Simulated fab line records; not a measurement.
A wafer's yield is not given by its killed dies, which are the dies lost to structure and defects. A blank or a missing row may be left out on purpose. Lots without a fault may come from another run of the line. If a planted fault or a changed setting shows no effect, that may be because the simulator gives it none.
Which of the tools did it?    flow gf180mcu    36 wafers from 12 lots sampled at 3 of the route's 602 steps

WHAT THE GAUGES READ, wafer by wafer
GF_M3_OVL_MEAS_15.
lot   measured      on          M3_OVL (nm)
L075  day 21 11:25  overlay-02  2 1 8
L077  day 22 15:56  overlay-02  -8 0 -4
L080  day 23 19:50  overlay-02  -9 -5 -11
L082  day 24 08:26  overlay-01  -4 5 -12
L083  day 24 18:00  overlay-01  3 -1 0
L085  day 25 12:25  overlay-01  2 5 6
L087  day 26 02:56  overlay-02  -8 -11 4
L089  day 26 12:38  overlay-02  5 9 12
L091  day 26 21:10  overlay-01  9 4 5
L093  day 27 16:22  overlay-02  1 0 -4
L095  day 28 03:26  overlay-02  -3 -7 -1
L097  day 28 19:47  overlay-01  4 7 7

EACH LOT AND THE TOOL THAT RAN IT (in order: tool; ch and the chambers of the sampled wafers; start)
lot   GF_M2_METAL_ETCH_16               GF_V2_CMP_26
L075  rieMetal-01 ch 0,1, day 19 08:16  cmp-01 ch 0,1,2, day 20 11:05
L077  rieMetal-04 ch 0,1, day 20 14:28  cmp-02 ch 0,3, day 21 16:20
L080  rieMetal-01 ch 0,1, day 21 19:04  cmp-02 ch 0,2, day 22 20:37
L082  rieMetal-01 ch 0,1, day 22 08:28  cmp-01 ch 1,2, day 23 09:48
L083  rieMetal-03 ch 1, day 22 18:28    cmp-01 ch 2,3, day 23 19:41
L085  rieMetal-01 ch 0,1, day 23 14:20  cmp-01 ch 1,2,3, day 24 14:38
L087  rieMetal-04 ch 0,1, day 24 04:31  cmp-01 ch 0,2, day 25 05:10
L089  rieMetal-01 ch 1, day 24 17:39    cmp-01 ch 1,2,3, day 25 17:22
L091  rieMetal-04 ch 0,1, day 25 02:37  cmp-01 ch 0,2,3, day 26 02:15
L093  rieMetal-04 ch 1, day 25 22:50    cmp-02 ch 0,2, day 26 20:01
L095  rieMetal-03 ch 0,1, day 26 09:17  cmp-02 ch 0,2,3, day 27 06:56
L097  rieMetal-04 ch 0,1, day 27 00:37  cmp-02 ch 0,1,3, day 27 23:47
- GF_M2_METAL_ETCH_16: etches the open film in Cl2/BCl3, stops on SiO2, target depth 627.5 nm, time 104.6 s.
- GF_V2_CMP_26: polishes, stops on SiO2, t overpolish 15 s, target thk 0 nm.

THE ANSWER, worked out from the rows above alone
Rule: the usual values come from the lots themselves. The widest of any qualifying gaps counts: lots, ordered by their means at a reading, are off when they make up no more than a third of the lots, leave a main group of 4 or more, and stand apart from it by 3 or more times the standard deviation of that group's means. A main group whose means are all the same, to the digits that the tables above print for the reading, isn't used. Also off: a lot with no number at a reading for which 4 or more lots have one. The other lots that the step has rows for count as sound.
No lot is off on any of the readings shown, so nothing can be concluded from this.

WHAT THE SIMULATOR HAD INSERTED
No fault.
